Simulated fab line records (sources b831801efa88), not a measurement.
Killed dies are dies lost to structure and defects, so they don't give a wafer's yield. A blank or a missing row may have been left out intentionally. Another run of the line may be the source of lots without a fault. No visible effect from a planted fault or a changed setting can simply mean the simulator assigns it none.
Matching of chambers / flow gf180mcu / GF_V5_CVD_02 on pecvd-04: 3 sister chambers
The step deposits SiO2 from TEOS, target thk 1450 nm, time 163.28 s. 16 wafers are shown with their chamber, then 8 later ones without.

## WAFERS WITH THEIR CHAMBER
wafer=L248.1; chamber=0; heaterPowerW (W)=702
wafer=L248.3; chamber=1; heaterPowerW (W)=761
wafer=L248.6; chamber=0; heaterPowerW (W)=763
wafer=L256.1; chamber=2; heaterPowerW (W)=453
wafer=L256.4; chamber=2; heaterPowerW (W)=520
wafer=L256.5; chamber=1; heaterPowerW (W)=603
wafer=L260.1; chamber=2; heaterPowerW (W)=523
wafer=L260.3; chamber=0; heaterPowerW (W)=718
wafer=L260.5; chamber=0; heaterPowerW (W)=619
wafer=L262.1; chamber=2; heaterPowerW (W)=527
wafer=L262.5; chamber=0; heaterPowerW (W)=707
wafer=L262.6; chamber=2; heaterPowerW (W)=554
wafer=L263.1; chamber=0; heaterPowerW (W)=736
wafer=L263.3; chamber=2; heaterPowerW (W)=460
wafer=L263.5; chamber=1; heaterPowerW (W)=714
wafer=L265.4; chamber=2; heaterPowerW (W)=571

SIGNATURES (averages over the wafers above)
reading=heaterPowerW; chamber 0=707.50; chamber 1=692.67; chamber 2=515.43; scatter within a chamber=53.2
Rule: distance of a wafer from a chamber = root of the sum over the readings of ((wafer's reading minus chamber's mean) / reading's scatter) squared. If the next closest chamber is less than 2 further off than the closest, the wafer can't be placed; otherwise it belongs to the closest. The scatter is the square root of a quotient: the sum, over the shown wafers, of each reading's squared deviation from its chamber's mean, divided by wafers minus chambers.

## WAFERS WITHOUT THEIR CHAMBER
wafer=L265.5; heaterPowerW (W)=599
wafer=L265.6; heaterPowerW (W)=721
wafer=L268.2; heaterPowerW (W)=471
wafer=L268.3; heaterPowerW (W)=702
wafer=L268.4; heaterPowerW (W)=590
wafer=L269.3; heaterPowerW (W)=699
wafer=L269.4; heaterPowerW (W)=724
wafer=L269.5; heaterPowerW (W)=607

## THE CHAMBER EACH PASSED THROUGH
wafer=L265.5; from the rows above=can't be placed: 2 or 1 or 0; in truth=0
wafer=L265.6; from the rows above=can't be placed: 0 or 1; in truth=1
wafer=L268.2; from the rows above=2; in truth=2
wafer=L268.3; from the rows above=can't be placed: 0 or 1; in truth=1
wafer=L268.4; from the rows above=can't be placed: 2 or 1 or 0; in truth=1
wafer=L269.3; from the rows above=can't be placed: 1 or 0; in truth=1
wafer=L269.4; from the rows above=can't be placed: 0 or 1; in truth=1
wafer=L269.5; from the rows above=can't be placed: 1 or 2 or 0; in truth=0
Correctly placed: 1 of 8. These rows do not allow placing 7 (true chamber among the candidates in 7). Placed wrongly: 0.
